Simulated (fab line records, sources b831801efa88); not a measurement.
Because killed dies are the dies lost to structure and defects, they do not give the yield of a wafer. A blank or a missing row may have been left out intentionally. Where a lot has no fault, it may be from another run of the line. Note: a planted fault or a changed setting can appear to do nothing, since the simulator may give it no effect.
A struck lot beside a sound one -- flow sky130 -- 5 out of 708 route steps
Sound: these wafers, L138.2, L138.3, L138.4. The struck wafers were L147.3, L147.5, L147.6. The cause comes at the end.
Order at every step that has rows: each side's tool, ch and its chambers, its first start. Under that, the readings that differ: sound wafers -- struck wafers -- difference of the means -- sigmas: that difference in standard deviations of wafers without a fault.
alike: same words and numbers on both sides, and readings whose means sit less than 2 such deviations apart. not compared: any withheld reading, any reading some wafer has no value for, any bound like >300 that may hide the same value, and any number with overlapping values for which the record gives no deviation.
A row with sigmas, a row that says differs or no value, or rows on one side alone: a step with any of these is where the two part. Numbers that don't overlap but have no deviation are shown without sigmas and don't part them. A reading that every wafer of one side lacks parts them only if that side has two wafers or more.

SKY_FIELD_ISO_BOW_MEAS_00:
  struck on film-metro-04, day 3 17:02; sound on film-metro-03, day 1 20:01
  alike: INCOMING_BOW
then, 1 step without rows for these wafers: SKY_FIELD_ISO_OXIDATION_01 (stabilise 600 s, purge 300 s, target thk 12 nm).
SKY_FIELD_ISO_THK_MEAS_02:
  struck on film-metro-02, day 3 18:39; sound on film-metro-03, day 2 00:32
  alike: FIELD_ISO_OXIDATION_00_THK
SKY_FIELD_ISO_CVD_03: deposits Si3N4 from DCS/NH3, target thk 165 nm, time 2830 s.
  sound on lpcvd-02 ch 1, day 2 01:31; struck on lpcvd-02 ch 1, day 3 19:19
  no value came back on the struck wafers for pressure-mtorr (mTorr), spike-tc-bottom-C (C), zone-power-top-pct (%); on the sound wafers pressure-mtorr (mTorr) reads 250.3 250.3 249.5
SKY_PAD_OPEN_PROBE_99:
  the record holds rows for the sound wafers here (prober-01, day 46 03:17) but none for the struck ones

== WHERE THEY PART ==
First at SKY_FIELD_ISO_CVD_03; last, within this record, at SKY_PAD_OPEN_PROBE_99.

WHY: the cause the simulator had injected
Entire step skipped (lpcvd-02, SKY_FIELD_ISO_CVD_03), from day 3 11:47 onward. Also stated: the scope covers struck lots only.
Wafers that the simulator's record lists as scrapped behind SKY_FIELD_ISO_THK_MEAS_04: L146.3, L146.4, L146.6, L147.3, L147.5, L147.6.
